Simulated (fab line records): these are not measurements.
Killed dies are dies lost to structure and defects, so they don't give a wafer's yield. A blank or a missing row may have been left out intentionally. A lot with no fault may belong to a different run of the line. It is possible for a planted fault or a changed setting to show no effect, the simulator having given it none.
One fault seen from 2 desks :: flow gf180mcu :: what lay behind the numbers comes last; until then each desk has only its own

== THE METROLOGY DESK ==
Lot by lot, what the gauges showed, no matter which tool ran the lot: averages of those sampled wafers that carry a number. Any lot whose mean is over 4 standard deviations away from the usual mean is out of limits and marked OUT; that distance is given in the brackets.
Columns: A = cd-nm at GF_V3_CD_MEAS_14, usual 260.2 nm
lot: L503
first seen here: day 22 01:47
A: 259.1

lot: L504
first seen here: day 22 17:28
A: 259.0

lot: L505
first seen here: day 23 02:58
A: 259.5

lot: L507
first seen here: day 23 22:44
A: 262.7

lot: L510
first seen here: day 25 05:32
A: 260.5

lot: L512
first seen here: day 25 10:30
A: 260.7

lot: L513
first seen here: day 26 01:08
A: 260.1

lot: L522
first seen here: day 28 14:29
A: 260.4

lot: L523
first seen here: day 28 19:41
A: 261.6

lot: L524
first seen here: day 29 04:23
A: 260.0

lot: L525
first seen here: day 29 12:51
A: 261.0

lot: L526
first seen here: day 29 18:18
A: 259.7
Result from this desk: across the 12 lots, nothing is out of limits.

== FOR THE TOOL OWNER'S DESK: iline-stepper-01 ==
The tool's own readings at GF_HV_LDD_EXPOSE_04 (exposes mask Nplus LV AREA, target cd 400 nm): means of the sampled wafers that have a number, for each lot that ran on this tool. Any lot whose mean is over 4 standard deviations away from the usual mean is out of limits and marked OUT; that distance is given in the brackets.
Columns: A = exposure-dose-mJ-cm2 at GF_HV_LDD_EXPOSE_04, usual 139.97; B = focus-offset-nm at GF_HV_LDD_EXPOSE_04, usual 0.0 nm; C = reticle-temp-C at GF_HV_LDD_EXPOSE_04, usual 23.00 C
lot: L505
first seen here: day 10 06:01
A: 140.06
B: -1.0
C: 22.89

lot: L512
first seen here: day 12 06:06
A: 139.87
B: 0.3
C: 23.13

lot: L523
first seen here: day 15 13:24
A: 139.88
B: -0.9
C: 23.09

lot: L525
first seen here: day 16 07:56
A: 139.82
B: 0.4
C: 23.03
Result from this desk: across the 4 lots, nothing is out of limits.

== ALL TOGETHER ==
From the metrology desk's view, nothing was out of limits.
Nothing out of limits was seen by the tool owner's desk.

== WHAT THE SIMULATOR HAD INSERTED ==
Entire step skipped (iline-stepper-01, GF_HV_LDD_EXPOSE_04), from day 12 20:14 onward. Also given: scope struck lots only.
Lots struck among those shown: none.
